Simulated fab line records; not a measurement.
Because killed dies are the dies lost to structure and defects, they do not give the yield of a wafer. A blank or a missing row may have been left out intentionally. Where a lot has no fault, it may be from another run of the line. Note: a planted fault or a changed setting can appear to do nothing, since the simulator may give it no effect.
What tool caused it? / flow sky130 / at 1 step of a route of 708, 12 lots with 36 wafers sampled

## WHAT THE GAUGES SHOWED, per wafer
SKY_RES_XHIGH_TW_MEAS_09.
lot=L074; measured=day 28 04:57; on=film metro-01; RES_XHIGH_TW=1621 1616 1618
lot=L077; measured=day 28 07:42; on=film metro-03; RES_XHIGH_TW=1656 1652 1653
lot=L079; measured=day 29 06:59; on=film metro-03; RES_XHIGH_TW=1659 1652 1653
lot=L081; measured=day 29 15:41; on=film metro-03; RES_XHIGH_TW=1655 1659 1653
lot=L083; measured=day 30 03:28; on=film metro-01; RES_XHIGH_TW=1610 1614 1618
lot=L085; measured=day 30 19:14; on=film metro-01; RES_XHIGH_TW=1617 1617 1609
lot=L087; measured=day 31 07:03; on=film metro-01; RES_XHIGH_TW=1608 1611 1605
lot=L089; measured=day 31 20:02; on=film metro-04; RES_XHIGH_TW=1657 1665 1663
lot=L091; measured=day 32 09:53; on=film metro-01; RES_XHIGH_TW=1630 1624 1622
lot=L093; measured=day 33 04:11; on=film metro-03; RES_XHIGH_TW=1661 1657 1655
lot=L095; measured=day 34 02:58; on=film metro-03; RES_XHIGH_TW=1652 1662 1653
lot=L096; measured=day 34 08:55; on=film metro-01; RES_XHIGH_TW=1628 1620 1624

## WHAT TOOL EACH LOT RAN ON (gives the tool, then ch and the chambers of the sampled wafers, and finally the start)
Record: no process step prior to these readings.

## THE ANSWER, worked out from the rows above alone
Rule: what is usual is taken from the lots themselves. The widest of any qualifying gaps counts: lots, ordered by their means at a reading, are off when they make up no more than a third of the lots, leave a main group of 4 or more, and stand apart from it by 3 or more times the standard deviation of that group's means. A main group is skipped when, at the precision printed for the reading in the tables above, its means are all equal. Also off: a lot with no number at a reading for which 4 or more lots have one. Where the step has rows for the other lots, those lots are counted as sound.
Across all readings shown, no lot is off: no conclusion can be drawn from this.

## WHAT THE SIMULATOR HAD PUT IN
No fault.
